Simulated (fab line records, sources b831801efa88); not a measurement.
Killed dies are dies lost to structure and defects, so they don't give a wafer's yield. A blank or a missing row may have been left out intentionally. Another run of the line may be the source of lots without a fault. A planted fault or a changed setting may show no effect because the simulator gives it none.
fab line records	flow sky130
record lots=5	wafers=15	lastDay=50
route steps=708 shown LDD_N@253 LDD_P@255 LDD_HVN@267 LDD_HVP@278
lots that met no fault: taken from a fault-free run of the same line
startH: the number of hours between the record's first day and the start of the first shown wafer of the lot	waitH: how many hours have passed since the lot's step before this one	" repeats the value in the row above	L1.1+2: a single row standing in for several wafers	- either no value or no given start	* or withheld: withheld	< > ~ a bound
route shown NAME@n: NAME is a module with steps in the file, n the number in the route of the first one	usual: mean/standard deviation taken from wafers without a fault	same: alike in all rows	chamber/n: place in a boat	sites: the reading at each site	_std_site: the standard deviation of these	_edge_site: the outer-site mean with the inner-site mean subtracted	radiusMm: for every site, how far away it sits from the centre of the wafer	mask NAME#n: copy n	behind: the tool/chamber that last shaped the wafer	hold: why the lot was held/for how many hours/how that ended	device: names the non-switching transistor (n, p or np)	end of line: the same wafers' tests at the end of the route	a step given without rows: its recipe and nothing more	killed: dies lost to structure and defects at the first sort, not the wafer's yield	map: per-die view of a wafer (x killed, . not killed, _ where there is no die)
set.NAME: the setting that was run; set.NAME@STEP: the one run at that earlier step	model.NAME: the simulator's own value behind a step, which no gauge read
lots seen at some steps along the route; tables by step, rows by wafer
services: from which hour (startH, from the record's first day; less than 0 if before it) a tool's chamber was out of use, for how many hours, and why
## steps
# step SKY_LDD_N_STRIP_16
# recipe chemistry=O2/N2	powerW=1400	pressureMtorr=1500	platenTempC=withheld	o2FlowSccm=3000	n2FlowSccm=300	overashFraction=0.5
# usual chamberPressureMTorr=1500.1/1.4	drypumpMotorCurrentA=5.5/0.55	o2FlowSccm=3001/9.1	oesProductAu=0.407/0.0047	stripTimeToEndpointS=4.318/0.014
lot.wafer	tool	chamber	startH	waitH	chamberPressureMTorr	drypumpMotorCurrentA	o2FlowSccm	oesProductAu	rfHoursCounterH	stripTimeToEndpointS
L769.1	plasmaAsher-04	0	437.89	0.1	1502.2	5.6	3006	0.407	63	4.359
L769.2	"	1	"	"	1498.7	6.0	3018	0.417	63	4.341
L769.6	"	0	"	"	1498.5	5.6	3005	0.410	-	4.328
L776.1	plasmaAsher-01	0	503.20	0.1	1500.3	5.0	3013	0.407	39	4.329
L776.5	"	0	"	"	1499.9	5.0	3017	0.407	-	4.315
L776.6	"	1	"	"	1501.7	4.8	3007	0.406	-	4.334
L780.1	plasmaAsher-01	0	531.75	0.1	1500.3	4.9	3007	0.408	42	4.331
L780.4	"	1	"	"	1498.8	4.8	3019	0.410	-	4.318
L780.5	"	0	"	"	1499.2	5.0	3010	0.406	-	4.333
L788.2	plasmaAsher-03	0	589.60	0.1	1498.6	5.4	2988	0.411	91	4.333
L788.4	"	0	"	"	1502.4	5.4	3001	0.410	-	4.305
L788.6	"	0	"	"	1499.4	5.4	3007	0.412	-	4.298
L789.3	plasmaAsher-04	0	605.95	0.1	1497.6	5.6	2995	0.403	-	4.305
L789.4	"	1	"	"	1498.5	5.9	3015	0.399	-	4.307
L789.6	"	1	"	"	1503.3	6.0	3015	0.410	-	4.301
# step SKY_LDD_N_TW_MEAS_17
# usual LDD_N_TW=2596/17
lot.wafer	tool	chamber	startH	waitH	LDD_N_TW
L769.1	filmMetro-03	-	437.99	0.1	2603
L769.2	"	-	"	"	2598
L769.6	"	-	"	"	2599
L776.1	filmMetro-01	-	503.30	0.1	2592
L776.5	"	-	"	"	2604
L776.6	"	-	"	"	2601
L780.1	filmMetro-02	-	531.85	0.1	2561
L780.4	"	-	"	"	2566
L780.5	"	-	"	"	2566
L788.2	filmMetro-03	-	589.71	0.1	2609
L788.4	"	-	"	"	2581
L788.6	"	-	"	"	2604
L789.3	filmMetro-01	-	606.03	0.1	2618
L789.4	"	-	"	"	2621
L789.6	"	-	"	"	2612
# step SKY_LDD_P_DEHYDRATE_00
# recipe tempC=200	timeS=60
# step SKY_LDD_P_HMDS_01
# recipe primeTimeS=60	primeTempC=120
# step SKY_LDD_P_COAT_02
# recipe resist=NOVOLAK	spinRpm=3000	resistThkNm=1140
# step SKY_LDD_P_SOFTBAKE_03
# recipe tempC=90	timeS=60	resist=NOVOLAK
# step SKY_LDD_P_EXPOSE_04
# recipe maskId=PSDM	na=0.6	sourceShape=conventional	sigmaOuter=0.6	polarization=unpolarized	targetCdNm=380	doseMj=138
# step SKY_LDD_P_PEB_05
# recipe tempC=withheld	timeS=*	resist=NOVOLAK
# step SKY_LDD_P_DEVELOP_06
# recipe resist=NOVOLAK	developer=TMAH	developTimeS=60	devTempC=23
# step SKY_LDD_P_CD_MEAS_07
# recipe targetCdNm=380
# usual cdNm=379.4/2.5
lot.wafer	tool	chamber	startH	waitH	cdNm
L769.1	cdSem-01	-	468.15	0.1	378.0
L769.2	"	-	"	"	377.5
L769.6	"	-	"	"	379.6
L776.1	cdSem-01	-	533.58	0.1	374.9
L776.5	"	-	"	"	375.5
L776.6	"	-	"	"	375.2
L780.1	cdSem-02	-	561.79	0.1	380.8
L780.4	"	-	"	"	380.5
L780.5	"	-	"	"	381.2
L788.2	cdSem-02	-	618.02	0.2	379.6
L788.4	"	-	"	"	379.3
L788.6	"	-	"	"	379.8
L789.3	cdSem-01	-	635.19	0.1	377.9
L789.4	"	-	"	"	378.4
L789.6	"	-	"	"	379.5
# step SKY_LDD_P_OVL_MEAS_08
# usual LDD_P_OVL=0.0/1.3
lot.wafer	tool	chamber	startH	waitH	LDD_P_OVL[nm]
L769.1	overlay-01	-	468.27	0.1	-0.4
L769.2	"	-	"	"	1.0
L769.6	"	-	"	"	0.6
L776.1	overlay-02	-	533.70	0.1	1.1
L776.5	"	-	"	"	1.0
L776.6	"	-	"	"	-1.6
L780.1	overlay-01	-	561.91	0.1	-1.2
L780.4	"	-	"	"	0.0
L780.5	"	-	"	"	0.3
L788.2	overlay-02	-	618.12	0.1	0.2
L788.4	"	-	"	"	1.0
L788.6	"	-	"	"	-1.0
L789.3	overlay-02	-	635.28	0.1	-1.8
L789.4	"	-	"	"	-1.3
L789.6	"	-	"	"	-1.0
# step SKY_LDD_P_IMPLANT_09
# recipe species=BF2	energyKev=25	doseCm2=1e+13	tiltDeg=withheld
# step SKY_LDD_P_STRIP_10
# recipe chemistry=O2/N2	powerW=1400	pressureMtorr=1500	platenTempC=withheld	o2FlowSccm=3000	n2FlowSccm=300	overashFraction=0.5
# usual chamberPressureMTorr=1500.0/1.4	drypumpMotorCurrentA=6.0/0.41	o2FlowSccm=3000/9.2	oesProductAu=0.716/0.0046	stripTimeToEndpointS=14.19/0.04
lot.wafer	tool	chamber	startH	waitH	chamberPressureMTorr	drypumpMotorCurrentA	o2FlowSccm	oesProductAu	rfHoursCounterH	stripTimeToEndpointS	model.NOVOLAK_of_LDD_P_COAT_02.thkNm
L769.1	plasmaAsher-02	1	468.46	0.1	1501.5	5.7	2992	0.724	3	14.23	0
L769.2	"	0	"	"	1501.9	6.6	2999	0.715	3	14.19	0
L769.6	"	1	"	"	1499.7	5.8	2990	0.721	-	14.17	0
L776.1	plasmaAsher-03	0	533.88	0.1	1501.1	5.4	3000	0.710	86	14.19	0
L776.5	"	0	"	"	1500.3	5.4	2989	0.720	-	14.14	0
L776.6	"	1	"	"	1498.3	6.4	3000	0.721	-	14.14	0
L780.1	plasmaAsher-02	1	562.10	0.1	1501.6	5.8	3017	0.938	12	-	329.1
L780.4	"	0	"	"	1502.8	6.5	2979	0.937	-	-	328.4
L780.5	"	0	"	"	1500.4	6.5	2997	0.943	-	-	328.4
L788.2	plasmaAsher-02	0	618.30	0.1	1500.9	6.5	2997	0.719	17	14.17	0
L788.4	"	0	"	"	1500.1	6.5	3009	0.710	-	14.18	0
L788.6	"	0	"	"	1496.4	6.6	3000	0.723	-	14.16	0
L789.3	plasmaAsher-03	0	635.49	0.1	1498.6	5.4	3006	0.718	-	14.19	0
L789.4	"	1	"	"	1499.5	6.3	3008	0.719	-	14.14	0
L789.6	"	1	"	"	1500.1	6.4	3026	0.716	-	14.17	0
# step SKY_LDD_P_TW_MEAS_11
# usual LDD_P_TW=636/6.9
lot.wafer	tool	chamber	startH	waitH	LDD_P_TW
L769.1	filmMetro-03	-	468.56	0.1	639
L769.2	"	-	"	"	644
L769.6	"	-	"	"	638
L776.1	filmMetro-01	-	533.98	0.1	642
L776.5	"	-	"	"	643
L776.6	"	-	"	"	641
L780.1	filmMetro-01	-	562.20	0.1	645
L780.4	"	-	"	"	646
L780.5	"	-	"	"	645
L788.2	filmMetro-03	-	618.41	0.1	643
L788.4	"	-	"	"	643
L788.6	"	-	"	"	641
L789.3	filmMetro-04	-	635.58	0.1	624
L789.4	"	-	"	"	629
L789.6	"	-	"	"	624
# step SKY_LDD_HVN_DEHYDRATE_00
# recipe tempC=200	timeS=60
# step SKY_LDD_HVN_HMDS_01
# recipe primeTimeS=60	primeTempC=120
# step SKY_LDD_HVN_COAT_02
# recipe resist=NOVOLAK	spinRpm=3000	resistThkNm=300
# step SKY_LDD_HVN_SOFTBAKE_03
# recipe tempC=90	timeS=60	resist=NOVOLAK
# step SKY_LDD_HVN_EXPOSE_04
# recipe maskId=HVNTM	na=0.6	sourceShape=conventional	sigmaOuter=0.6	polarization=unpolarized	targetCdNm=700	doseMj=127
# step SKY_LDD_HVN_PEB_05
# recipe tempC=withheld	timeS=*	resist=NOVOLAK
# step SKY_LDD_HVN_DEVELOP_06
# recipe resist=NOVOLAK	developer=TMAH	developTimeS=60	devTempC=23
# step SKY_LDD_HVN_OVL_MEAS_07
# usual LDD_HVN_OVL=-0.5/1.4
lot.wafer	tool	chamber	startH	waitH	LDD_HVN_OVL[nm]
L769.1	overlay-01	-	499.64	0.1	0.5
L769.2	"	-	"	"	-0.4
L769.6	"	-	"	"	-1.1
L776.1	overlay-01	-	563.95	0.1	-1.4
L776.5	"	-	"	"	-0.3
L776.6	"	-	"	"	0.1
L780.1	overlay-01	-	592.10	0.1	2.2
L780.4	"	-	"	"	0.3
L780.5	"	-	"	"	1.5
L788.2	overlay-02	-	646.32	0.1	1.7
L788.4	"	-	"	"	2.1
L788.6	"	-	"	"	0.3
L789.3	overlay-02	-	663.92	0.1	-1.1
L789.4	"	-	"	"	-2.2
L789.6	"	-	"	"	-0.6
# step SKY_LDD_HVN_IMPLANT_08
# recipe species=P	energyKev=60	doseCm2=3e+13	tiltDeg=40
# step SKY_LDD_HVN_STRIP_09
# recipe chemistry=O2/N2	powerW=1400	pressureMtorr=1500	platenTempC=withheld	o2FlowSccm=3000	n2FlowSccm=300	overashFraction=0.5
# usual chamberPressureMTorr=1499.9/1.3	drypumpMotorCurrentA=5.7/0.58	o2FlowSccm=3000/9.3	oesProductAu=0.409/0.0047	stripTimeToEndpointS=4.135/0.015
lot.wafer	tool	chamber	startH	waitH	chamberPressureMTorr	drypumpMotorCurrentA	o2FlowSccm	oesProductAu	rfHoursCounterH	stripTimeToEndpointS
L769.1	plasmaAsher-04	0	499.83	0.1	1500.2	5.6	2989	0.411	69	4.144
L769.2	"	1	"	"	1499.2	6.0	2996	0.408	69	4.132
L769.6	"	1	"	"	1500.8	6.0	3001	0.410	-	4.124
L776.1	plasmaAsher-01	1	564.14	0.1	1499.9	4.8	3001	0.407	45	4.139
L776.5	"	1	"	"	1498.4	4.8	3005	0.408	-	4.149
L776.6	"	0	"	"	1499.4	5.0	2980	0.404	-	4.152
L780.1	plasmaAsher-02	1	592.29	0.1	1500.9	5.8	2994	0.622	15	9.397
L780.4	"	0	"	"	1499.7	6.6	3001	0.624	-	9.387
L780.5	"	0	"	"	1501.6	6.6	2992	0.623	-	9.408
L788.2	plasmaAsher-01	1	646.50	0.1	1498.8	4.8	3013	0.396	53	4.131
L788.4	"	1	"	"	1500.4	4.8	3004	0.400	-	4.110
L788.6	"	0	"	"	1500.8	5.0	3008	0.410	-	4.139
L789.3	plasmaAsher-02	0	664.13	0.1	1500.3	6.5	3005	0.410	-	4.133
L789.4	"	1	"	"	1501.8	5.7	2993	0.407	-	4.134
L789.6	"	0	"	"	1498.8	6.6	3003	0.406	-	4.125
# step SKY_LDD_HVN_TW_MEAS_10
# usual LDD_HVN_TW=1432/11
lot.wafer	tool	chamber	startH	waitH	LDD_HVN_TW
L769.1	filmMetro-04	-	499.93	0.1	1419
L769.2	"	-	"	"	1425
L769.6	"	-	"	"	1417
L776.1	filmMetro-03	-	564.24	0.1	1444
L776.5	"	-	"	"	1445
L776.6	"	-	"	"	1438
L780.1	filmMetro-02	-	592.39	0.1	30
L780.4	"	-	"	"	30
L780.5	"	-	"	"	30
L788.2	filmMetro-03	-	646.61	0.1	1446
L788.4	"	-	"	"	1454
L788.6	"	-	"	"	1453
L789.3	filmMetro-04	-	664.22	0.1	1415
L789.4	"	-	"	"	1413
L789.6	"	-	"	"	1417
# step SKY_LDD_HVP_DEHYDRATE_00
# recipe tempC=200	timeS=60
## services
tool	chamber	startH	hours	kind
plasmaAsher-03	-	419.42	1.1	repair
plasmaAsher-02	-	421.25	9.0	pm
plasmaAsher-02	0	421.25	9.0	ventCycle
plasmaAsher-02	1	421.25	9.0	ventCycle
plasmaAsher-02	-	426.04	0.7	repair
plasmaAsher-02	0	430.25	-	clean
plasmaAsher-02	1	430.25	-	clean
plasmaAsher-01	-	442.52	1.5	repair
plasmaAsher-02	-	446.25	10.6	repair
plasmaAsher-02	-	486.81	1.3	repair
plasmaAsher-04	-	510.76	3.4	repair
plasmaAsher-02	-	597.31	1.0	repair
## key
firstSign step=SKY_LDD_P_STRIP_10	reading=oesProductAu	direction=up	sigmas=48	usual=0.716	struck=0.939
effect step=SKY_LDD_HVN_STRIP_09	reading=stripTimeToEndpointS	direction=up	sigmas=99+	usual=*	struck=*
effect step=SKY_LDD_HVN_TW_MEAS_10	reading=LDD_HVN_TW	direction=down	sigmas=99+	usual=1432	struck=30
modelEffect step=SKY_LDD_P_STRIP_10	value=NOVOLAK_of_LDD_P_COAT_02.thkNm	without=0	struck=328.6
metAt SKY_LDD_P_STRIP_10
struckWafers L780.1,L780.4,L780.5
sortLeftOut L780.1,L780.4,L780.5
testerLeftOut L780
onsetBetween 468.46 562.10
fault kind=stripAborted	tool=plasmaAsher-02	chamber=-	onsetH=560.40	steps=SKY_LDD_P_STRIP_10	offset=0.56606	endH=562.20
# testerLeftOut: of these lots the tester's yield and bins aren't shown, on N5 and GAA mostly nor the transistor test; their killed dies are dies lost to structure and defects alone, not to doping, threshold or leakage, so they don't give the yield
# sortLeftOut: the simulated sort isn't trusted on such a fault, so these wafers' sort isn't shown, and their yield isn't known
